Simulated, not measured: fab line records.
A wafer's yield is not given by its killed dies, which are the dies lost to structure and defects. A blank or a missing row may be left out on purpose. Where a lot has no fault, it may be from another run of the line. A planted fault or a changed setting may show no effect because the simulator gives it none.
Which tool is to blame? / flow sky130 / 39 wafers from 13 lots sampled at 3 of the route's 708 steps

## WHAT EACH GAUGE READ, for each wafer
SKY_VIA3_RS_MEAS_22: the measuring method here is four-point-probe.
lot=L424; measured=day 39 05:21; on=film_metro-04; VIA3_W_RS (ohm/sq)=0.297 0.293 0.294
lot=L425; measured=day 39 13:16; on=film_metro-04; VIA3_W_RS (ohm/sq)=0.294 0.294 0.296
lot=L427; measured=day 40 05:41; on=film_metro-04; VIA3_W_RS (ohm/sq)=0.288 0.295 0.298
lot=L430; measured=day 41 17:20; on=film_metro-02; VIA3_W_RS (ohm/sq)=0.288 0.288 0.290
lot=L431; measured=day 41 17:37; on=film_metro-02; VIA3_W_RS (ohm/sq)=0.284 0.293 0.288
lot=L432; measured=day 41 21:20; on=film_metro-04; VIA3_W_RS (ohm/sq)=0.291 0.288 0.289
lot=L438; measured=day 43 13:34; on=film_metro-04; VIA3_W_RS (ohm/sq)=0.293 0.294 0.295
lot=L439; measured=day 43 19:59; on=film_metro-02; VIA3_W_RS (ohm/sq)=0.296 0.302 0.299
lot=L441; measured=day 44 09:44; on=film_metro-04; VIA3_W_RS (ohm/sq)=0.291 0.298 0.296
lot=L442; measured=day 44 10:46; on=film_metro-01; VIA3_W_RS (ohm/sq)=0.300 0.299 0.291
lot=L444; measured=day 44 23:10; on=film_metro-04; VIA3_W_RS (ohm/sq)=0.300 0.294 0.292
lot=L445; measured=day 45 20:21; on=film_metro-01; VIA3_W_RS (ohm/sq)=0.295 0.296 0.296
lot=L447; measured=day 46 00:11; on=film_metro-01; VIA3_W_RS (ohm/sq)=0.294 0.293 0.299

## EACH LOT AND THE TOOL THAT RAN IT (in order: tool; ch and the chambers of the sampled wafers; start)
lot=L424; SKY_FIELD_ISO_WET_ETCH_21=wet_bench-04 ch 0, day 2 06:58; SKY_VIA1_STRIP_16=plasma_asher-03 ch 0,1, day 33 13:02
lot=L425; SKY_FIELD_ISO_WET_ETCH_21=wet_bench-04 ch 1, day 2 11:17; SKY_VIA1_STRIP_16=plasma_asher-01 ch 0,1, day 33 19:20
lot=L427; SKY_FIELD_ISO_WET_ETCH_21=wet_bench-04 ch 3, day 2 21:22; SKY_VIA1_STRIP_16=plasma_asher-03 ch 0,1, day 34 14:40
lot=L430; SKY_FIELD_ISO_WET_ETCH_21=wet_bench-04 ch 0, day 3 11:41; SKY_VIA1_STRIP_16=plasma_asher-03 ch 0,1, day 36 04:46
lot=L431; SKY_FIELD_ISO_WET_ETCH_21=wet_bench-04 ch 3, day 3 17:16; SKY_VIA1_STRIP_16=plasma_asher-01 ch 0,1, day 36 05:25
lot=L432; SKY_FIELD_ISO_WET_ETCH_21=wet_bench-04 ch 0, day 3 21:40; SKY_VIA1_STRIP_16=plasma_asher-03 ch 0,1, day 36 10:01
lot=L438; SKY_FIELD_ISO_WET_ETCH_21=wet_bench-02 ch 0, day 5 06:06; SKY_VIA1_STRIP_16=plasma_asher-01 ch 0,1, day 38 03:41
lot=L439; SKY_FIELD_ISO_WET_ETCH_21=wet_bench-02 ch 3, day 5 11:55; SKY_VIA1_STRIP_16=plasma_asher-04 ch 0,1, day 38 11:20
lot=L441; SKY_FIELD_ISO_WET_ETCH_21=wet_bench-02 ch 2, day 5 21:41; SKY_VIA1_STRIP_16=plasma_asher-01 ch 0,1, day 39 02:37
lot=L442; SKY_FIELD_ISO_WET_ETCH_21=wet_bench-02 ch 1, day 6 04:04; SKY_VIA1_STRIP_16=plasma_asher-01 ch 0,1, day 39 04:17
lot=L444; SKY_FIELD_ISO_WET_ETCH_21=wet_bench-04 ch 1, day 6 13:41; SKY_VIA1_STRIP_16=plasma_asher-01 ch 0,1, day 39 20:28
lot=L445; SKY_FIELD_ISO_WET_ETCH_21=wet_bench-04 ch 2, day 6 18:49; SKY_VIA1_STRIP_16=plasma_asher-04 ch 0,1, day 40 19:10
lot=L447; SKY_FIELD_ISO_WET_ETCH_21=wet_bench-01 ch 2, day 7 05:25; SKY_VIA1_STRIP_16=plasma_asher-03 ch 0,1, day 40 23:17
- SKY_FIELD_ISO_WET_ETCH_21: etches SiO2 in dHF, target depth 20 nm, time 400 s.
- SKY_VIA1_STRIP_16: strips in O2/N2.

## WHAT THE TOOLS THEMSELVES READ (means of the sampled wafers that have a number; where no wafer has one, the mark that the record gives instead)
SKY_FIELD_ISO_WET_ETCH_21.
lot=L424; tool=wet_bench-04; run_length_s (s)=434
lot=L425; tool=wet_bench-04; run_length_s (s)=425
lot=L427; tool=wet_bench-04; run_length_s (s)=424
lot=L430; tool=wet_bench-04; run_length_s (s)=473
lot=L431; tool=wet_bench-04; run_length_s (s)=462
lot=L432; tool=wet_bench-04; run_length_s (s)=465
lot=L438; tool=wet_bench-02; run_length_s (s)=433
lot=L439; tool=wet_bench-02; run_length_s (s)=427
lot=L441; tool=wet_bench-02; run_length_s (s)=428
lot=L442; tool=wet_bench-02; run_length_s (s)=427
lot=L444; tool=wet_bench-04; run_length_s (s)=427
lot=L445; tool=wet_bench-04; run_length_s (s)=425
lot=L447; tool=wet_bench-01; run_length_s (s)=425

SKY_VIA1_STRIP_16.
lot=L424; tool=plasma_asher-03; drypump_motor_current_A (A)=5.4; oes_product_au (a.u.)=0.417; strip_time_to_endpoint_s (s)=4.500
lot=L425; tool=plasma_asher-01; drypump_motor_current_A (A)=5.4; oes_product_au (a.u.)=0.417; strip_time_to_endpoint_s (s)=4.478
lot=L427; tool=plasma_asher-03; drypump_motor_current_A (A)=5.4; oes_product_au (a.u.)=0.420; strip_time_to_endpoint_s (s)=4.456
lot=L430; tool=plasma_asher-03; drypump_motor_current_A (A)=5.3; oes_product_au (a.u.)=0.416; strip_time_to_endpoint_s (s)=4.486
lot=L431; tool=plasma_asher-01; drypump_motor_current_A (A)=5.4; oes_product_au (a.u.)=0.419; strip_time_to_endpoint_s (s)=4.462
lot=L432; tool=plasma_asher-03; drypump_motor_current_A (A)=5.4; oes_product_au (a.u.)=0.415; strip_time_to_endpoint_s (s)=4.521
lot=L438; tool=plasma_asher-01; drypump_motor_current_A (A)=5.2; oes_product_au (a.u.)=0.413; strip_time_to_endpoint_s (s)=4.447
lot=L439; tool=plasma_asher-04; drypump_motor_current_A (A)=5.1; oes_product_au (a.u.)=0.420; strip_time_to_endpoint_s (s)=4.497
lot=L441; tool=plasma_asher-01; drypump_motor_current_A (A)=5.2; oes_product_au (a.u.)=0.413; strip_time_to_endpoint_s (s)=4.471
lot=L442; tool=plasma_asher-01; drypump_motor_current_A (A)=5.5; oes_product_au (a.u.)=0.417; strip_time_to_endpoint_s (s)=4.481
lot=L444; tool=plasma_asher-01; drypump_motor_current_A (A)=5.2; oes_product_au (a.u.)=0.418; strip_time_to_endpoint_s (s)=4.478
lot=L445; tool=plasma_asher-04; drypump_motor_current_A (A)=5.4; oes_product_au (a.u.)=0.417; strip_time_to_endpoint_s (s)=4.479
lot=L447; tool=plasma_asher-03; drypump_motor_current_A (A)=5.3; oes_product_au (a.u.)=0.419; strip_time_to_endpoint_s (s)=4.482

## THE ANSWER, worked out from the rows above alone
Rule: the usual values come from the lots themselves. The widest of any qualifying gaps counts: lots, ordered by their means at a reading, are off when they make up no more than a third of the lots, leave a main group of 4 or more, and stand apart from it by 3 or more times the standard deviation of that group's means. Not used: any main group whose means are identical at the precision the tables above print for the reading. A lot without any number at a reading at which 4 lots or more have one is off too. Any other lot the step has rows for is counted as sound. First the gauges in route order, then the tools' own readings, where a lot's mean is used as printed above. The first step at which some lot is off is used, and at that step the reading that is off furthest; a lot without a number counts as furthest.
Off: L430, L431, L432, at SKY_VIA3_RS_MEAS_22 (VIA3_W_RS). The main group: mean 0.295 ohm/sq, standard deviation 0.0014.
If a tool, at a process step before that reading, ran all the lots that are off and no sound lot after the first of them, it fits. Not tried: the gauges at SKY_VIA3_RS_MEAS_22; whatever is off there is also off at SKY_FIELD_ISO_WET_ETCH_21, on other tools, and gauge error can't account for it. No candidate that was tried fits.

## WHAT THE SIMULATOR HAD INSERTED
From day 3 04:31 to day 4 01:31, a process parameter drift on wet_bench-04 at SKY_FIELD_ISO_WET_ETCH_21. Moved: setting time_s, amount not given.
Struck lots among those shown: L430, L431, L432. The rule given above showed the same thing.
